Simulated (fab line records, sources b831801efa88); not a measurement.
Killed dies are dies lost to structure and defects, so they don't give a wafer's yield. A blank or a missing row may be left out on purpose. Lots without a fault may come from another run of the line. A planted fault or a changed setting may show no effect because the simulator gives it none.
Which tool did it? | flow sky130 | 11 lots, 33 wafers sampled, at 5 steps of a route of 708

WHAT THE GAUGES READ, wafer by wafer
SKY_VT_ADJUST_NCORE_OVL_MEAS_08. Usual: VT_ADJUST_NCORE_OVL 0.7 nm, standard deviation 1.5.
lot  | measured     | on         | VT_ADJUST_NCORE_OVL (nm) | flag
L143 | day 9 02:35  | overlay-02 | 0.5 1.4 2.9              |
L144 | day 9 15:38  | overlay-02 | 1.8 1.7 1.6              |
L146 | day 10 05:23 | overlay-01 | 0.6 0.8 -0.2             |
L147 | day 10 09:41 | overlay-02 | 2.2 1.4 0.7              |
L149 | day 10 20:34 | overlay-01 | 2.0 1.9 1.4              |
L152 | day 11 18:11 | overlay-02 | 2.7 0.9 3.0              |
L154 | day 12 06:53 | overlay-02 | 2.4 3.0 1.9              |
L162 | day 14 13:40 | overlay-01 | -0.9 -1.5 0.8            |
L164 | day 15 10:50 | overlay-02 | 3.2 2.6 3.1              |
L165 | day 15 12:01 | overlay-01 | 0.4 0.3 1.0              |
L166 | day 15 23:19 | overlay-02 | 0.8 1.7 0.5              |

SKY_SONOS_TUNNEL_CD_MEAS_07: target cd 410 nm. Usual: cd_nm 409.2 nm, standard deviation 2.2.
lot  | measured     | on        | cd_nm (nm)        | flag
L143 | day 12 01:02 | cd_sem-02 | 411.2 412.1 412.8 |
L144 | day 12 14:51 | cd_sem-02 | 406.7 407.1 410.1 |
L146 | day 13 06:22 | cd_sem-02 | 409.1 409.2 408.5 |
L147 | day 13 10:56 | cd_sem-01 | 409.6 409.1 410.3 |
L149 | day 13 22:08 | cd_sem-01 | 407.7 407.4 409.4 |
L152 | day 14 23:43 | cd_sem-01 | 412.1 411.9 409.9 |
L154 | day 15 19:19 | cd_sem-02 | 409.7 409.7 407.6 |
L162 | day 18 08:04 | cd_sem-01 | 406.1 406.7 405.9 |
L164 | day 19 03:31 | cd_sem-01 | 407.0 406.8 406.6 |
L165 | day 19 05:23 | cd_sem-01 | 409.2 408.5 409.1 |
L166 | day 19 17:47 | cd_sem-02 | 411.9 411.9 411.2 |

SKY_SONOS_ONO_THK_MEAS_05. Usual: SONOS_ONO_CVD_04_THK 5.71 nm, standard deviation 0.11.
lot  | measured     | on            | SONOS_ONO_CVD_04_THK (nm) | flag
L143 | day 12 08:32 | film_metro-04 | 5.53 5.60 5.61            |
L144 | day 12 19:35 | film_metro-02 | 5.80 5.85 5.68            |
L146 | day 13 10:46 | film_metro-04 | 5.49 5.59 5.57            |
L147 | day 13 17:53 | film_metro-02 | 5.70 5.81 5.66            |
L149 | day 14 04:17 | film_metro-04 | 5.87 5.77 5.61            |
L152 | day 15 06:01 | film_metro-03 | 5.84 5.73 5.70            |
L154 | day 16 02:28 | film_metro-04 | 6.31 6.28 6.39            | OFF
L162 | day 18 13:28 | film_metro-03 | 5.89 5.93 5.89            |
L164 | day 19 10:35 | film_metro-03 | 5.89 5.84 5.89            |
L165 | day 19 11:50 | film_metro-04 | 5.62 5.74 5.71            |
L166 | day 19 22:47 | film_metro-02 | 5.76 5.82 5.87            |

WHICH TOOL RAN EACH LOT (tool, then ch and the chambers of the sampled wafers, then the start)
lot  | SKY_VT_ADJUST_NCORE_STRIP_10         | SKY_SONOS_ONO_CVD_04
L143 | plasma_asher-01 ch 0,1, day 9 02:46  | lpcvd-03 ch 0, day 12 07:17
L144 | plasma_asher-03 ch 0,1, day 9 15:51  | lpcvd-03 ch 1, day 12 18:19
L146 | plasma_asher-03 ch 0,1, day 10 05:34 | lpcvd-03 ch 0, day 13 09:31
L147 | plasma_asher-04 ch 0,1, day 10 09:53 | lpcvd-03 ch 0, day 13 15:59
L149 | plasma_asher-04 ch 0,1, day 10 20:45 | lpcvd-03 ch 1, day 14 03:02
L152 | plasma_asher-01 ch 0,1, day 11 18:22 | lpcvd-03 ch 0, day 15 04:46
L154 | plasma_asher-01 ch 0,1, day 12 07:04 | lpcvd-03 ch 1, day 16 01:13
L162 | plasma_asher-01 ch 0,1, day 14 13:51 | lpcvd-03 ch 1, day 18 12:13
L164 | plasma_asher-01 ch 0,1, day 15 11:01 | lpcvd-03 ch 1, day 19 09:20
L165 | plasma_asher-04 ch 0, day 15 12:12   | lpcvd-03 ch 1, day 19 10:35
L166 | plasma_asher-04 ch 0,1, day 15 23:30 | lpcvd-03 ch 1, day 19 21:32
- SKY_VT_ADJUST_NCORE_STRIP_10: strips in O2/N2.
- SKY_SONOS_ONO_CVD_04: deposits SiO2 from SiH4/N2O, target thk 5.7199 nm.

WHAT THE TOOLS THEMSELVES READ (means of the sampled wafers that have a number; where no wafer has one, the mark that the record gives instead)
SKY_VT_ADJUST_NCORE_STRIP_10. Usual: drypump_motor_current_A 5.72 A, standard deviation 0.22; oes_product_au 0.716 a.u., standard deviation 0.0045; strip_time_to_endpoint_s 14.18 s, standard deviation 0.048.
lot  | tool            | drypump_motor_current_A (A) | oes_product_au (a.u.) | strip_time_to_endpoint_s (s) | flag
L143 | plasma_asher-01 | 5.68                        | 0.718                 | 14.26                        |
L144 | plasma_asher-03 | 5.42                        | 0.716                 | 14.15                        |
L146 | plasma_asher-03 | 5.42                        | 0.716                 | 14.24                        |
L147 | plasma_asher-04 | 5.84                        | 0.711                 | 14.16                        |
L149 | plasma_asher-04 | 5.95                        | 0.719                 | 14.18                        |
L152 | plasma_asher-01 | 5.61                        | 0.713                 | 14.14                        |
L154 | plasma_asher-01 | 5.63                        | 0.714                 | 14.14                        |
L162 | plasma_asher-01 | 5.69                        | 0.716                 | 14.24                        |
L164 | plasma_asher-01 | 5.65                        | 0.718                 | 14.20                        |
L165 | plasma_asher-04 | 6.05                        | 0.711                 | 14.20                        |
L166 | plasma_asher-04 | 5.94                        | 0.715                 | 14.16                        |

SKY_SONOS_ONO_CVD_04. Usual: pressure_mtorr 400.0 mTorr, standard deviation 0.8; spike_tc_bottom_C 919.9 C, standard deviation 1.2; spike_tc_centre_C 898.9 C, standard deviation 0.98; spike_tc_lower_C 900.4 C, standard deviation 0.98; spike_tc_top_C 909.5 C, standard deviation 1.1; spike_tc_upper_C 901.1 C, standard deviation 1.1; susceptor_temp_C 900.0 C, standard deviation 0.36; zone_power_centre_pct 20.1 %, standard deviation 1.3.
lot  | tool     | pressure_mtorr (mTorr) | spike_tc_bottom_C (C) | spike_tc_centre_C (C) | spike_tc_lower_C (C) | spike_tc_top_C (C) | spike_tc_upper_C (C) | susceptor_temp_C (C) | zone_power_centre_pct (%) | flag
L143 | lpcvd-03 | 400.2                  | 921.3                 | 898.5                 | 900.4                | 909.4              | 900.9                | 899.9                | 19.0                      |
L144 | lpcvd-03 | 399.3                  | 918.7                 | 899.2                 | 901.4                | 908.6              | 902.4                | 900.1                | 21.7                      |
L146 | lpcvd-03 | 400.2                  | 920.5                 | 899.1                 | 899.6                | 908.3              | 900.0                | 900.1                | 19.1                      |
L147 | lpcvd-03 | 399.3                  | 920.2                 | 897.5                 | 900.0                | 910.2              | 900.7                | 900.2                | 19.1                      |
L149 | lpcvd-03 | 400.4                  | 918.4                 | 899.5                 | 900.1                | 909.3              | 902.1                | 900.5                | 21.4                      |
L152 | lpcvd-03 | 399.6                  | 920.0                 | 899.8                 | 901.1                | 909.1              | 900.7                | 899.4                | 19.1                      |
L154 | lpcvd-03 | 400.6                  | 924.9                 | 905.4                 | 906.2                | 914.6              | 907.7                | 905.7                | 22.0                      | OFF
L162 | lpcvd-03 | 399.5                  | 918.8                 | 899.1                 | 900.4                | 908.4              | 901.3                | 900.0                | 21.9                      |
L164 | lpcvd-03 | 400.4                  | 918.2                 | 898.7                 | 899.9                | 908.8              | 901.3                | 899.6                | 21.7                      |
L165 | lpcvd-03 | 400.4                  | 919.2                 | 898.2                 | 900.5                | 909.9              | 901.4                | 900.1                | 21.8                      |
L166 | lpcvd-03 | 399.7                  | 920.1                 | 898.9                 | 900.6                | 909.7              | 901.2                | 899.7                | 21.7                      |

THE ANSWER, worked out from the rows above alone
Rule: a lot is off if the mean of its wafers that have a number lies more than 3 standard deviations from the usual mean. A lot without any number at a reading at which 4 lots or more have one is off too. The other lots that the step has rows for count as sound. The gauges are gone through in route order, then the tools' own readings, and for those a lot's mean is taken as printed above. The first step at which some lot is off is used, and at that step the reading that is off furthest; a lot without a number counts as furthest.
Off: L154, at SKY_SONOS_ONO_THK_MEAS_05 (SONOS_ONO_CVD_04_THK).
A tool fits if, at a process step before that reading, it ran every lot that is off, and no sound lot after the first of them. The gauges at SKY_SONOS_ONO_THK_MEAS_05 aren't tried: what is off there is off at SKY_SONOS_ONO_CVD_04 too, on other tools, and a gauge's error can't cause that. None of those tried fits.

WHAT THE SIMULATOR HAD PUT IN
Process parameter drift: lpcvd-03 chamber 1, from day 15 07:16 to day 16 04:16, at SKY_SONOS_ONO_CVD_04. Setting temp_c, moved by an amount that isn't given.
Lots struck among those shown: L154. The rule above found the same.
